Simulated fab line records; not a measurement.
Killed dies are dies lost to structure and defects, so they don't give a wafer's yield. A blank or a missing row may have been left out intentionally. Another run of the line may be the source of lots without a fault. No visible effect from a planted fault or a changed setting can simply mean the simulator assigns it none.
The tool behind it: which one? + flow gf180mcu + 36 wafers from 12 lots sampled at 5 of the route's 602 steps

== WHAT THE GAUGES READ, wafer by wafer ==
GF_V5_THK_MEAS_03.
| lot  | measured     | on            | V5_CVD_02_THK (nm) |
|------|--------------|---------------|--------------------|
| L075 | day 26 07:28 | film_metro-02 | 1459 1442 1478     |
| L077 | day 27 19:25 | film_metro-02 | 1484 1502 1462     |
| L078 | day 27 22:10 | film_metro-01 | 1434 1453 1483     |
| L081 | day 28 16:38 | film_metro-04 | 1471 1477 1468     |
| L083 | day 29 08:58 | film_metro-04 | 1437 1432 1405     |
| L085 | day 29 21:58 | film_metro-04 | 1461 1465 1486     |
| L087 | day 30 07:38 | film_metro-04 | 1491 1472 1514     |
| L089 | day 30 22:53 | film_metro-02 | 1490 1478 1495     |
| L091 | day 31 09:36 | film_metro-01 | 1434 1437 1469     |
| L093 | day 31 23:19 | film_metro-02 | 1471 1430 1460     |
| L095 | day 32 08:43 | film_metro-04 | 1439 1441 1478     |
| L097 | day 32 22:21 | film_metro-02 | 1481 1471 1487     |

== WHICH TOOL RAN EACH LOT (tool, then ch and the chambers of the sampled wafers, then the start) ==
| lot  | GF_M3_SPUTTER_00             | GF_V4_CVD_23                  | GF_MIM_CVD_05                   | GF_M5_METAL_ETCH_10               |
|------|------------------------------|-------------------------------|---------------------------------|-----------------------------------|
| L075 | pvd_sputter-03, day 20 08:23 | cvd_w-02 ch 0,1, day 24 10:47 | pecvd-02 ch 1,2, day 24 11:37   | rie_metal-03 ch 0,1, day 26 06:29 |
| L077 | pvd_sputter-01, day 22 03:44 | cvd_w-01 ch 0, day 26 00:43   | pecvd-02 ch 0,1,2, day 26 01:32 | rie_metal-02 ch 1, day 27 18:33   |
| L078 | pvd_sputter-04, day 22 04:55 | cvd_w-02 ch 1, day 26 03:20   | pecvd-02 ch 0,1,2, day 26 04:10 | rie_metal-03 ch 1, day 27 21:11   |
| L081 | pvd_sputter-03, day 23 02:12 | cvd_w-01 ch 0,1, day 26 22:19 | pecvd-04 ch 1,2, day 26 23:05   | rie_metal-04 ch 0,1, day 28 15:43 |
| L083 | pvd_sputter-04, day 23 21:18 | cvd_w-02 ch 0,1, day 27 15:26 | pecvd-04 ch 0,1,2, day 27 16:38 | rie_metal-02 ch 0,1, day 29 08:06 |
| L085 | pvd_sputter-03, day 24 14:51 | cvd_w-02 ch 0,1, day 28 06:28 | pecvd-04 ch 0,1, day 28 07:17   | rie_metal-02 ch 0,1, day 29 21:05 |
| L087 | pvd_sputter-04, day 25 00:22 | cvd_w-02 ch 0,1, day 28 15:46 | pecvd-04 ch 0,1,2, day 28 16:34 | rie_metal-04 ch 0,1, day 30 06:46 |
| L089 | pvd_sputter-03, day 25 18:27 | cvd_w-02 ch 0,1, day 29 07:30 | pecvd-01 ch 1,2, day 29 08:19   | rie_metal-02 ch 1, day 30 22:00   |
| L091 | pvd_sputter-04, day 26 07:52 | cvd_w-02 ch 0,1, day 29 18:35 | pecvd-02 ch 0,1,2, day 29 19:24 | rie_metal-02 ch 0,1, day 31 08:42 |
| L093 | pvd_sputter-03, day 26 22:18 | cvd_w-01 ch 0,1, day 30 09:37 | pecvd-02 ch 0,1,2, day 30 10:24 | rie_metal-02 ch 0,1, day 31 22:25 |
| L095 | pvd_sputter-03, day 27 10:32 | cvd_w-01 ch 0,1, day 30 19:59 | pecvd-04 ch 0,1,2, day 30 20:49 | rie_metal-03 ch 0,1, day 32 07:50 |
| L097 | pvd_sputter-04, day 28 01:48 | cvd_w-02 ch 0,1, day 31 10:27 | pecvd-04 ch 0,1,2, day 31 11:16 | rie_metal-02 ch 0,1, day 32 21:27 |
- GF_M3_SPUTTER_00: material Ti, target thk 37.5 nm, time 150 s.
- GF_V4_CVD_23: deposits W, target thk 350 nm, time 104.9 s.
- GF_MIM_CVD_05: deposits Si3N4, target thk 42 nm, time 29.086 s.
- GF_M5_METAL_ETCH_10: etches the open film in Cl2/BCl3, stops on SiO2, target depth 627.5 nm, time 104.6 s.

== THE ANSWER, worked out from the rows above alone ==
Rule: the usual values come from the lots themselves. The widest of any qualifying gaps counts: lots, ordered by their means at a reading, are off when they make up no more than a third of the lots, leave a main group of 4 or more, and stand apart from it by 3 or more times the standard deviation of that group's means. If all means in a main group match to the digits the tables above print for the reading, that group is not used. Also off: a lot with no number at a reading for which 4 or more lots have one. Any other lot the step has rows for is counted as sound.
Across all readings shown, no lot is off: no conclusion can be drawn from this.

== WHAT HAD BEEN PUT IN BY THE SIMULATOR ==
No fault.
